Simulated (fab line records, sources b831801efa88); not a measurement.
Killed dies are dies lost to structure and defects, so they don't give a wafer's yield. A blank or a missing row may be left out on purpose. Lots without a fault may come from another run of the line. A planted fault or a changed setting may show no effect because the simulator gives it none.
fab line records | flow gf180mcu
record lots=12 wafers=36 last_day=35
route steps=602 shown VT_IMPLANT@99 HV_LDD@185 PSD@256 CONTACT@313
lots that met no fault: from a run of the same line without faults
start_h: hours from the record's first day to the start of the lot's first wafer shown | wait_h: hours since the lot's step before | " the same as in the row above | L1.1+2: a row that stands for several wafers | - no value, or no start given | * or withheld: withheld | < > ~ a bound
route shown NAME@n: a module of which the file shows steps, and the number in the route of the first | usual: mean/standard deviation of fault-free wafers | same: alike in all rows | chamber/n: place in a boat | sites: the reading at each site | _std_site: their standard deviation | _edge_site: outer sites' mean less inner sites' | radius_mm: how far each site lies from the wafer's centre | mask NAME#n: copy n | behind: the tool/chamber that last shaped the wafer | hold: why the lot was held/for how many hours/how that ended | device: the transistor (n, p or np) that didn't switch | end of line: the same wafers' tests at the end of the route | a step without rows: its recipe alone | killed: dies lost to structure and defects at the first sort, not the wafer's yield | map: a wafer's dies, x killed, . not, _ none there
set.NAME: the setting as run; set.NAME@STEP: as run at that earlier step | model.NAME: the simulator's own value behind a step, which no gauge read
steps of the route over a sample of lots; a table a step, a row a wafer
services: from which hour (start_h, from the record's first day; less than 0 if before it) a tool's chamber was out of use, for how many hours, and why
## steps
# step GF_VT_IMPLANT_STRIP_09
# recipe chemistry=O2/N2 power_w=1400 pressure_mtorr=1500 platen_temp_c=250 o2_flow_sccm=3000 n2_flow_sccm=300 overash_fraction=0.5
# usual drypump_motor_current_A=5.6/0.47 heater_power_w=342/42 oes_product_au=0.716/0.005 strip_time_to_endpoint_s=12.63/0.033
# columns lot.wafer tool chamber start_h wait_h drypump_motor_current_A heater_power_w oes_product_au rf_hours_counter_h strip_time_to_endpoint_s
L666.2 plasma_asher-03 0 112.80 0.1 6.0 410 0.714 46 12.58
L666.4 " 0 " " 6.0 399 0.714 - 12.57
L666.6 " 0 " " 6.0 404 0.719 - 12.60
L667.1 plasma_asher-03 0 125.68 0.1 6.0 391 0.717 48 12.61
L667.4 " 0 " " 6.0 408 0.719 - 12.65
L667.6 " 1 " " 4.8 311 0.720 - 12.65
L669.1 plasma_asher-03 1 135.88 0.1 4.8 295 0.709 49 12.67
L669.4 " 1 " " 4.9 299 0.712 - 12.70
L669.6 " 0 " " 6.0 415 0.719 - 12.67
L671.1 plasma_asher-01 0 146.58 0.1 5.9 308 0.711 47 12.62
L671.2 " 1 " " 5.7 355 0.710 47 12.63
L671.4 " 1 " " 5.7 360 0.718 - 12.62
L673.1 plasma_asher-01 1 165.75 0.1 5.7 349 0.709 49 12.61
L673.3 " 0 " " 5.9 314 0.716 - 12.65
L673.6 " 0 " " 5.9 304 0.708 - 12.60
L674.1 plasma_asher-03 1 165.94 0.1 4.9 301 0.715 52 12.63
L674.5 " 0 " " 6.0 401 0.713 - 12.59
L674.6 " 1 " " 4.8 299 0.714 - 12.61
L676.2 plasma_asher-01 1 171.43 0.1 5.7 356 0.716 50 12.60
L676.4 " 1 " " 5.7 355 0.718 - 12.59
L676.6 " 1 " " 5.8 355 0.718 - 12.56
L678.1 plasma_asher-03 1 190.29 0.1 4.9 302 0.718 54 12.61
L678.3 " 1 " " 4.8 300 0.719 - 12.63
L678.5 " 1 " " 4.8 289 0.718 - 12.55
L683.1 plasma_asher-03 1 217.54 0.1 4.9 302 0.708 58 12.64
L683.2 " 0 " " 6.0 407 0.723 58 12.68
L683.6 " 1 " " 4.8 300 0.715 - 12.67
L684.2 plasma_asher-01 0 225.43 0.1 5.9 310 0.714 56 12.60
L684.3 " 1 " " 5.8 346 0.713 - 12.65
L684.4 " 0 " " 5.9 314 0.707 - 12.61
L688.3 plasma_asher-01 1 253.08 0.1 5.7 351 0.724 - 12.65
L688.4 " 0 " " 5.9 314 0.709 - 12.62
L688.6 " 1 " " 5.7 358 0.727 - 12.61
L689.2 plasma_asher-02 0 260.29 0.1 5.5 322 0.721 13 12.66
L689.3 " 0 " " 5.6 331 0.716 - 12.64
L689.6 " 1 " " 5.9 329 0.718 - 12.62
# step GF_HV_LDD_IMPLANT_09
# recipe species=As energy_kev=40 dose_cm2=1e+14 tilt_deg=7
# usual beam_energy_keV=40.000/0.013 end_station_pressure_torr=5.42e-06/2.7e-07
# columns lot.wafer tool chamber start_h wait_h beam_energy_keV end_station_pressure_torr
L666.2 implanter-01 0 218.84 0.0 40.009 5.68e-06
L666.4 " 0 " " 39.990 5.15e-06
L666.6 " 0 " " 39.997 5.33e-06
L667.1 implanter-01 0 235.62 0.0 39.998 5.66e-06
L667.4 " 0 " " 39.980 5.55e-06
L667.6 " 0 " " 40.009 5.15e-06
L669.1 implanter-04 0 248.52 0.0 39.968 5.31e-06
L669.4 " 0 " " 39.977 6.1e-06
L669.6 " 0 " " 39.983 5.56e-06
L671.1 implanter-04 0 262.01 0.0 40.014 5.87e-06
L671.2 " 0 " " 40.014 5.24e-06
L671.4 " 0 " " 40.023 5.39e-06
L673.1 implanter-04 0 287.74 0.0 30.882 5.24e-06
L673.3 " 0 " " 30.893 5.35e-06
L673.6 " 0 " " 30.902 5.64e-06
L674.1 implanter-04 0 288.04 0.0 30.880 5.44e-06
L674.5 " 0 " " 30.889 5.51e-06
L674.6 " 0 " " 30.881 5.08e-06
L676.2 implanter-04 0 290.82 0.0 30.891 5.33e-06
L676.4 " 0 " " 30.902 5.62e-06
L676.6 " 0 " " 30.896 5.79e-06
L678.1 implanter-02 0 313.12 0.0 40.003 5.1e-06
L678.3 " 0 " " 39.989 5.37e-06
L678.5 " 0 " " 40.007 5.94e-06
L683.1 implanter-01 0 344.47 0.0 40.009 5.01e-06
L683.2 " 0 " " 40.013 5.65e-06
L683.6 " 0 " " 39.985 5.48e-06
L684.2 implanter-01 0 360.24 0.0 39.992 4.95e-06
L684.3 " 0 " " 40.005 5.7e-06
L684.4 " 0 " " 39.973 5.55e-06
L688.3 implanter-02 0 388.91 0.1 40.021 4.88e-06
L688.4 " 0 " " 40.002 5.77e-06
L688.6 " 0 " " 40.001 5.87e-06
L689.2 implanter-01 0 397.34 0.0 40.016 5.27e-06
L689.3 " 0 " " 40.023 5.35e-06
L689.6 " 0 " " 40.003 4.9e-06
# step GF_HV_LDD_TW_MEAS_11
# usual HV_LDD_TW=2424/28
# columns lot.wafer tool chamber start_h wait_h HV_LDD_TW
L666.2 film_metro-03 - 219.08 0.1 2428
L666.4 " - " " 2419
L666.6 " - " " 2408
L667.1 film_metro-03 - 235.87 0.1 2415
L667.4 " - " " 2421
L667.6 " - " " 2412
L669.1 film_metro-03 - 248.77 0.1 2382
L669.4 " - " " 2386
L669.6 " - " " 2390
L671.1 film_metro-01 - 262.30 0.1 2433
L671.2 " - " " 2439
L671.4 " - " " 2423
L673.1 film_metro-03 - 287.99 0.1 2208
L673.3 " - " " 2224
L673.6 " - " " 2211
L674.1 film_metro-04 - 288.29 0.1 2269
L674.5 " - " " 2268
L674.6 " - " " 2276
L676.2 film_metro-03 - 291.05 0.1 2214
L676.4 " - " " 2217
L676.6 " - " " 2210
L678.1 film_metro-01 - 313.37 0.1 2426
L678.3 " - " " 2429
L678.5 " - " " 2447
L683.1 film_metro-04 - 344.72 0.1 2429
L683.2 " - " " 2423
L683.6 " - " " 2429
L684.2 film_metro-04 - 360.48 0.1 2428
L684.3 " - " " 2460
L684.4 " - " " 2459
L688.3 film_metro-04 - 389.13 0.1 2439
L688.4 " - " " 2432
L688.6 " - " " 2446
L689.2 film_metro-01 - 397.58 0.1 2458
L689.3 " - " " 2453
L689.6 " - " " 2458
# step GF_HV_LDD_RS_MEAS_53
# recipe thk_meas_gauge=four-point-probe
# usual HV_LDD_RS=417.6/1
# columns lot.wafer tool chamber start_h wait_h HV_LDD_RS[ohm/sq]
L666.2 film_metro-04 - 277.17 0.1 417.1
L666.4 " - " " 417.4
L666.6 " - " " 418.9
L667.1 film_metro-04 - 294.30 0.1 417.7
L667.4 " - " " 417.5
L667.6 " - " " 416.7
L669.1 film_metro-03 - 309.12 0.1 418.8
L669.4 " - " " 417.5
L669.6 " - " " 417.8
L671.1 film_metro-03 - 323.79 0.1 418.6
L671.2 " - " " 418.7
L671.4 " - " " 418.5
L673.1 film_metro-01 - 354.74 0.1 424.3
L673.3 " - " " 422.3
L673.6 " - " " 423.8
L674.1 film_metro-03 - 354.94 0.1 424.0
L674.5 " - " " 423.4
L674.6 " - " " 423.0
L676.2 film_metro-01 - 356.84 0.1 423.0
L676.4 " - " " 423.7
L676.6 " - " " 424.0
L678.1 film_metro-04 - 381.44 0.1 417.4
L678.3 " - " " 417.6
L678.5 " - " " 417.1
L683.1 film_metro-04 - 415.45 0.1 418.9
L683.2 " - " " 418.3
L683.6 " - " " 417.6
L684.2 film_metro-04 - 433.91 0.1 418.9
L684.3 " - " " 419.3
L684.4 " - " " 417.5
L688.3 film_metro-01 - 463.28 0.1 417.6
L688.4 " - " " 417.1
L688.6 " - " " 416.7
L689.2 film_metro-01 - 472.79 0.1 415.3
L689.3 " - " " 416.5
L689.6 " - " " 416.8
# step GF_PSD_OVL_MEAS_08
# usual PSD_OVL=-0.7/1.4
# columns lot.wafer tool chamber start_h wait_h PSD_OVL[nm]
L666.2 overlay-02 - 321.78 0.1 1.0
L666.4 " - " " 1.1
L666.6 " - " " -0.9
L667.1 overlay-02 - 340.83 0.1 0.8
L667.4 " - " " 1.6
L667.6 " - " " -0.6
L669.1 overlay-01 - 355.48 0.1 -1.4
L669.4 " - " " -3.1
L669.6 " - " " -2.3
L671.1 overlay-01 - 370.88 0.1 1.4
L671.2 " - " " -1.0
L671.4 " - " " 0.4
L673.1 overlay-01 - 406.23 0.1 -0.1
L673.3 " - " " -1.5
L673.6 " - " " -1.5
L674.1 overlay-02 - 406.37 0.1 0.3
L674.5 " - " " -0.2
L674.6 " - " " 0.5
L676.2 overlay-02 - 409.83 0.1 -2.1
L676.4 " - " " -3.0
L676.6 " - " " -1.6
L678.1 overlay-01 - 432.23 0.1 0.2
L678.3 " - " " -2.4
L678.5 " - " " -0.7
L683.1 overlay-01 - 468.02 0.1 -0.8
L683.2 " - " " -1.4
L683.6 " - " " -1.1
L684.2 overlay-02 - 485.88 0.1 0.1
L684.3 " - " " -1.1
L684.4 " - " " 1.1
L688.3 overlay-02 - 515.04 0.1 1.8
L688.4 " - " " -1.3
L688.6 " - " " 0.8
L689.2 overlay-01 - 522.33 0.1 -2.0
L689.3 " - " " 1.2
L689.6 " - " " -0.9
# step GF_CONTACT_THK_MEAS_26
# recipe thk_meas_gauge=xrf reads=W_of_CONTACT_CVD_24
# usual CONTACT_W_THK=294/4.4
# columns lot.wafer tool chamber start_h wait_h CONTACT_W_THK[nm]
L666.2 film_metro-01 - 368.31 0.1 295
L666.4 " - " " 296
L666.6 " - " " 294
L667.1 film_metro-04 - 390.32 0.1 298
L667.4 " - " " 298
L667.6 " - " " 300
L669.1 film_metro-03 - 404.57 0.1 301
L669.4 " - " " 296
L669.6 " - " " 294
L671.1 film_metro-04 - 421.82 0.1 297
L671.2 " - " " 293
L671.4 " - " " 295
L673.1 film_metro-01 - 458.52 0.1 297
L673.3 " - " " 292
L673.6 " - " " 294
L674.1 film_metro-01 - 458.95 0.1 286
L674.5 " - " " 285
L674.6 " - " " 285
L676.2 film_metro-01 - 461.96 0.1 294
L676.4 " - " " 289
L676.6 " - " " 286
L678.1 film_metro-03 - 485.34 0.1 292
L678.3 " - " " 294
L678.5 " - " " 293
L683.1 film_metro-04 - 518.97 0.1 293
L683.2 " - " " 294
L683.6 " - " " 297
L684.2 film_metro-01 - 537.13 0.1 289
L684.3 " - " " 291
L684.4 " - " " 284
L688.3 film_metro-03 - 564.26 0.1 295
L688.4 " - " " 288
L688.6 " - " " 296
L689.2 film_metro-04 - 570.51 0.1 298
L689.3 " - " " 297
L689.6 " - " " 299
## services
# columns tool chamber start_h hours kind
implanter-01 - 95.37 3.4 pm
implanter-01 - 100.56 1.3 repair
plasma_asher-02 - 108.75 9.0 pm
plasma_asher-02 0 108.75 9.0 vent_cycle
plasma_asher-02 1 108.75 9.0 vent_cycle
plasma_asher-02 0 117.75 - clean
plasma_asher-02 1 117.75 - clean
implanter-01 - 150.57 44.5 repair
implanter-02 - 158.57 2.7 repair
implanter-02 - 161.27 13.3 pm
implanter-02 - 183.77 5.2 repair
plasma_asher-02 - 193.91 14.6 pm
plasma_asher-02 - 217.11 12.2 repair
implanter-02 - 231.83 5.1 pm
plasma_asher-02 - 277.30 6.2 repair
implanter-02 - 286.75 0.6 repair
implanter-01 - 314.91 3.3 repair
plasma_asher-02 - 346.42 10.3 pm
implanter-01 - 379.56 1.5 repair
## key
first_sign step=GF_HV_LDD_IMPLANT_09 reading=beam_energy_keV direction=down sigmas=99+ usual=40.000 struck=30.891
effect step=GF_HV_LDD_TW_MEAS_11 reading=HV_LDD_TW direction=down sigmas=6.9 usual=2424 struck=2233
effect step=GF_HV_LDD_RS_MEAS_53 reading=HV_LDD_RS direction=up sigmas=5.7 usual=417.6 struck=423.5
met_at GF_HV_LDD_IMPLANT_09
struck_lots L673,L674,L676
tester_left_out L673,L674,L676
not_acting_at GF_VT_IMPLANT_STRIP_09,GF_PSD_OVL_MEAS_08,GF_CONTACT_THK_MEAS_26
fault kind=process_parameter_drift tool=implanter-04 chamber=- onset_h=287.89 steps=GF_HV_LDD_IMPLANT_09 channel=energy_kev offset=-9.1059 shape=step end_h=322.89 acts_in=these_recipes_only stated=40
# tester_left_out: of these lots the tester's yield and bins aren't shown, on N5 and GAA mostly nor the transistor test; their killed dies are dies lost to structure and defects alone, not to doping, threshold or leakage, so they don't give the yield
